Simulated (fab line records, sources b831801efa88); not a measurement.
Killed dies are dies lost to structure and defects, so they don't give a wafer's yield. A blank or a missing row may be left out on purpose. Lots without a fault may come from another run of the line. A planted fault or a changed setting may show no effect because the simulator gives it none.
Which tool did it? | flow gf180mcu | 24 lots, 72 wafers sampled, at 5 steps of a route of 602

WHAT THE GAUGES READ, wafer by wafer
GF_STI_THK_MEAS_04.
lot  | measured    | on            | STI_CVD_03_THK (nm)
L074 | day 1 13:34 | film_metro-02 | 210.6 210.8 210.4
L075 | day 1 19:33 | film_metro-03 | 210.1 209.1 211.1
L076 | day 2 00:33 | film_metro-02 | 204.7 204.7 206.0
L077 | day 2 05:23 | film_metro-01 | 205.9 205.4 206.8
L078 | day 2 10:22 | film_metro-03 | 207.3 206.1 209.1
L079 | day 2 14:52 | film_metro-01 | 208.7 208.6 209.1
L080 | day 2 19:52 | film_metro-03 | 205.1 207.2 203.1
L081 | day 3 00:34 | film_metro-02 | 210.3 210.0 209.8
L082 | day 3 07:23 | film_metro-02 | 208.8 208.7 210.1
L083 | day 3 10:34 | film_metro-03 | 209.2 207.7 208.4
L084 | day 3 15:34 | film_metro-03 | 206.7 207.4 204.0
L085 | day 3 20:47 | film_metro-03 | 207.2 207.4 209.1
L086 | day 4 01:34 | film_metro-03 | 207.6 210.1 209.6
L087 | day 4 06:34 | film_metro-01 | 205.7 206.3 207.6
L088 | day 4 12:33 | film_metro-03 | 208.1 208.5 208.7
L089 | day 4 16:43 | film_metro-02 | 206.9 206.2 206.8
L090 | day 4 22:01 | film_metro-01 | 206.4 205.2 205.7
L091 | day 5 02:34 | film_metro-01 | 205.9 205.3 204.6
L092 | day 5 07:35 | film_metro-03 | 206.5 205.9 205.8
L093 | day 5 12:34 | film_metro-03 | 206.4 206.0 204.9
L094 | day 5 17:34 | film_metro-01 | 207.0 207.9 207.1
L095 | day 5 22:38 | film_metro-02 | 208.3 208.2 209.3
L096 | day 6 04:08 | film_metro-02 | 207.4 208.2 209.3
L097 | day 6 08:35 | film_metro-02 | 204.8 204.0 204.0

GF_LVPWELL_OVL_MEAS_07.
lot  | measured    | on         | LVPWELL_OVL (nm)
L074 | day 4 05:19 | overlay-01 | 2.2 2.7 1.7
L075 | day 4 13:46 | overlay-02 | -1.7 -1.4 0.5
L076 | day 4 17:07 | overlay-01 | -0.8 -0.5 0.5
L077 | day 4 23:07 | overlay-02 | -2.1 0.7 -0.1
L078 | day 5 07:40 | overlay-02 | 1.5 0.7 2.4
L079 | day 5 11:07 | overlay-02 | 1.9 1.3 -0.2
L080 | day 5 17:01 | overlay-01 | 0.8 -2.7 0.3
L081 | day 5 21:49 | overlay-01 | -0.6 0.5 0.8
L082 | day 6 05:22 | overlay-02 | 1.6 -1.7 1.6
L083 | day 6 09:13 | overlay-02 | -0.2 -0.6 -0.9
L084 | day 6 15:55 | overlay-01 | 0.1 0.9 -0.2
L085 | day 6 23:40 | overlay-01 | 2.6 2.2 0.0
L086 | day 7 05:07 | overlay-01 | 4.5 4.2 2.5
L087 | day 7 09:40 | overlay-02 | -2.1 -1.8 -3.3
L088 | day 7 16:25 | overlay-02 | -0.2 1.5 -0.3
L089 | day 7 19:52 | overlay-02 | -0.1 -0.6 0.2
L090 | day 8 02:13 | overlay-01 | 0.9 1.6 1.1
L091 | day 8 06:34 | overlay-02 | 0.9 -0.6 -0.7
L092 | day 8 12:01 | overlay-02 | -0.5 -0.3 -1.1
L093 | day 8 15:49 | overlay-01 | 1.0 1.0 0.8
L094 | day 8 22:04 | overlay-01 | 1.1 2.4 2.9
L095 | day 9 01:46 | overlay-01 | -1.3 0.0 -0.1
L096 | day 9 09:07 | overlay-01 | -0.8 0.6 -0.5
L097 | day 9 13:16 | overlay-02 | -0.6 0.3 0.2

GF_VT_IMPLANT_OVL_MEAS_07.
lot  | measured     | on         | VT_IMPLANT_OVL (nm)
L074 | day 6 07:40  | overlay-02 | -0.6 1.2 0.7
L075 | day 6 18:28  | overlay-02 | 0.2 0.6 0.0
L076 | day 6 22:07  | overlay-01 | 0.8 1.2 0.7
L077 | day 7 06:04  | overlay-01 | -1.0 -0.6 0.4
L078 | day 7 14:43  | overlay-01 | 1.0 -1.9 -2.5
L079 | day 7 17:50  | overlay-01 | -1.8 0.2 -0.4
L080 | day 8 00:01  | overlay-01 | -0.2 -0.7 0.6
L081 | day 8 04:05  | overlay-01 | -0.1 0.6 0.3
L082 | day 8 12:01  | overlay-01 | -0.6 0.5 0.1
L083 | day 8 15:16  | overlay-01 | -2.1 1.4 -0.6
L084 | day 8 22:55  | overlay-02 | -2.7 -4.5 -2.3
L085 | day 9 05:08  | overlay-02 | -1.7 -3.6 -3.1
L086 | day 9 10:32  | overlay-02 | -1.0 0.7 0.8
L087 | day 9 15:37  | overlay-01 | -2.4 -1.7 -0.1
L088 | day 9 22:55  | overlay-01 | 0.2 0.5 0.1
L089 | day 10 01:25 | overlay-01 | 0.6 0.0 -0.2
L090 | day 10 08:46 | overlay-01 | -0.1 0.9 1.0
L091 | day 10 14:01 | overlay-02 | -2.9 -1.6 -2.1
L092 | day 10 19:08 | overlay-02 | -0.8 -2.0 -1.1
L093 | day 10 23:26 | overlay-01 | -2.7 -2.3 -1.1
L094 | day 11 06:07 | overlay-02 | -1.3 0.6 -1.4
L095 | day 11 10:02 | overlay-02 | -0.7 0.5 1.6
L096 | day 11 18:25 | overlay-02 | -0.4 -0.2 -0.5
L097 | day 11 22:14 | overlay-01 | 0.4 2.2 1.2

GF_HV_LDD_OVL_MEAS_32.
lot  | measured     | on         | HV_LDD_02_OVL (nm)
L074 | day 12 22:46 | overlay-02 | -0.2 -2.8 0.1
L075 | day 13 09:11 | overlay-01 | 0.7 1.6 0.6
L076 | day 13 13:02 | overlay-02 | 3.0 1.2 2.9
L077 | day 14 02:57 | overlay-01 | 1.8 1.5 1.1
L078 | day 14 10:05 | overlay-02 | 0.0 0.1 0.3
L079 | day 14 17:39 | overlay-01 | 3.7 1.8 3.3
L080 | day 14 22:20 | overlay-02 | 0.9 -0.4 0.8
L081 | day 15 04:14 | overlay-02 | 1.2 -0.3 0.8
L082 | day 15 13:22 | overlay-02 | 0.4 0.9 0.7
L083 | day 15 18:23 | overlay-02 | 1.1 1.0 1.6
L084 | day 16 00:07 | overlay-01 | 2.9 2.9 0.3
L085 | day 16 06:53 | overlay-01 | 0.8 1.1 0.6
L086 | day 16 21:17 | overlay-01 | 1.9 1.8 2.7
L087 | day 17 02:44 | overlay-01 | 0.6 1.7 0.6
L088 | day 17 06:22 | overlay-01 | 0.9 1.6 1.2
L089 | day 17 14:46 | overlay-02 | 1.3 0.0 -0.3
L090 | day 18 00:23 | overlay-01 | 1.8 2.2 2.0
L091 | day 18 08:14 | overlay-01 | 0.3 0.5 0.5
L092 | day 18 20:53 | overlay-02 | -1.4 1.0 -1.2
L093 | day 18 23:30 | overlay-02 | -1.1 -0.8 0.4
L094 | day 19 03:35 | overlay-01 | 2.5 2.2 0.4
L095 | day 19 09:17 | overlay-01 | 0.3 0.3 1.4
L096 | day 20 00:11 | overlay-01 | 0.5 0.3 1.0
L097 | day 20 01:12 | overlay-01 | -3.1 1.5 -3.1

GF_NSD_CD_MEAS_07: target cd 400 nm.
lot  | measured     | on        | cd_nm (nm)
L074 | day 14 21:49 | cd_sem-01 | 397.4 399.1 399.2
L075 | day 15 09:07 | cd_sem-01 | 396.9 395.3 396.9
L076 | day 15 12:51 | cd_sem-02 | 402.4 400.4 403.3
L077 | day 16 01:17 | cd_sem-01 | 398.8 397.7 397.5
L078 | day 16 10:53 | cd_sem-02 | 395.7 398.7 396.7
L079 | day 16 19:46 | cd_sem-01 | 400.5 398.0 398.6
L080 | day 17 00:07 | cd_sem-02 | 400.5 400.3 402.0
L081 | day 17 05:50 | cd_sem-02 | 399.8 399.1 400.0
L082 | day 17 16:01 | cd_sem-02 | 401.3 402.7 401.6
L083 | day 17 21:50 | cd_sem-01 | 403.3 403.9 404.8
L084 | day 18 04:30 | cd_sem-01 | 399.3 401.1 400.7
L085 | day 18 11:47 | cd_sem-02 | 401.0 402.0 399.1
L086 | day 19 03:05 | cd_sem-02 | 398.7 398.4 399.4
L087 | day 19 08:07 | cd_sem-01 | 397.8 398.5 398.0
L088 | day 19 13:22 | cd_sem-01 | 401.7 398.8 401.6
L089 | day 19 20:58 | cd_sem-01 | 400.4 402.6 402.8
L090 | day 20 07:43 | cd_sem-02 | 399.3 400.3 402.0
L091 | day 20 15:18 | cd_sem-01 | 400.8 402.4 405.0
L092 | day 21 03:53 | cd_sem-02 | 398.7 398.6 401.0
L093 | day 21 06:32 | cd_sem-01 | 403.3 403.3 402.5
L094 | day 21 10:38 | cd_sem-01 | 399.2 399.2 398.8
L095 | day 21 19:08 | cd_sem-02 | 398.4 397.1 398.5
L096 | day 22 04:58 | cd_sem-01 | 403.9 404.4 404.0
L097 | day 22 05:23 | cd_sem-02 | 399.8 402.5 402.5

WHICH TOOL RAN EACH LOT (tool, then ch and the chambers of the sampled wafers, then the start)
The record holds no process step before these readings.

WHAT THE TOOLS THEMSELVES READ (means of the sampled wafers that have a number; where no wafer has one, the mark that the record gives instead)
The record holds no such reading with a usual standard deviation.

THE ANSWER, worked out from the rows above alone
Rule: what is usual is taken from the lots themselves. Put in order of their means at a reading, lots are off if they are a third of the lots or fewer, leave a main group of 4 or more, and stand apart from it by a gap of 3 or more times the standard deviation of the main group's means; of several such gaps the widest counts. A main group whose means are all the same, to the digits that the tables above print for the reading, isn't used. A lot without any number at a reading at which 4 lots or more have one is off too. The other lots that the step has rows for count as sound. The gauges are gone through in route order, then the tools' own readings, and for those a lot's mean is taken as printed above. The first step at which some lot is off is used, and at that step the reading that is off furthest; a lot without a number counts as furthest.
No lot is off at any reading shown: from this, nothing can be told.

WHAT THE SIMULATOR HAD PUT IN
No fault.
